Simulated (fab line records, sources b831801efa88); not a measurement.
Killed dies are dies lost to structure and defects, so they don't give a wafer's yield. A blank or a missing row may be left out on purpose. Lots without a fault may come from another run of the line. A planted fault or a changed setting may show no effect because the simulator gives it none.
Chamber matching | flow sfq_line | SFQ_TRILAYER_I0_VIA_BARC_OPEN_VIA_ETCH_046 on rie_diel-02: 4 sister chambers
The step etches BARC in O2, target depth 125 nm, time 41.7 s. 8 wafers are shown with their chamber, then 10 later ones without.

WAFERS WITH THEIR CHAMBER
wafer  | chamber | drypump_motor_current_A (A) | oes_product_au (a.u.)
L819.3 | 0       | 6.0                         | 0.676
L822.1 | 1       | 6.0                         | 0.689
L825.4 | 3       | 6.2                         | 0.678
L827.1 | 2       | 4.7                         | 0.682
L827.3 | 0       | 5.9                         | 0.692
L827.4 | 3       | 6.1                         | 0.677
L828.1 | 1       | 6.0                         | 0.684
L828.2 | 2       | 4.7                         | 0.681

WAFERS WITHOUT THEIR CHAMBER
wafer  | drypump_motor_current_A (A) | oes_product_au (a.u.)
L828.5 | 6.2                         | 0.684
L829.2 | 6.2                         | 0.695
L829.3 | 6.0                         | 0.680
L829.5 | 4.7                         | 0.682
L830.3 | 6.2                         | 0.682
L830.4 | 6.0                         | 0.683
L830.6 | 4.7                         | 0.679
L836.1 | 4.7                         | 0.689
L836.5 | 4.7                         | 0.690
L836.6 | 6.0                         | 0.682

WHICH CHAMBER EACH WENT THROUGH
wafer  | from the rows above          | in truth
L828.5 | 3                            | 3
L829.2 | can't be placed: 3 or 1      | 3
L829.3 | can't be placed: 1 or 0 or 3 | 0
L829.5 | 2                            | 2
L830.3 | 3                            | 3
L830.4 | can't be placed: 1 or 0      | 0
L830.6 | 2                            | 2
L836.1 | 2                            | 2
L836.5 | 2                            | 2
L836.6 | can't be placed: 1 or 0      | 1
Placed correctly: 6 of 10. Can't be placed from these rows: 4 (the true chamber is among the candidates in 4). Placed wrongly: 0.
How it was worked out, from the rows above alone: a wafer's distance from a chamber is the root of the sum, over the readings, of the square of ((its reading less the chamber's mean) divided by the reading's scatter). The wafer belongs to the nearest chamber; if the next one is less than 2 further off, it can't be placed. A chamber's mean is the mean of its shown wafers. The scatter: the root of (the sum of the squares of (reading less its chamber's mean) over the shown wafers, divided by (wafers less chambers)).
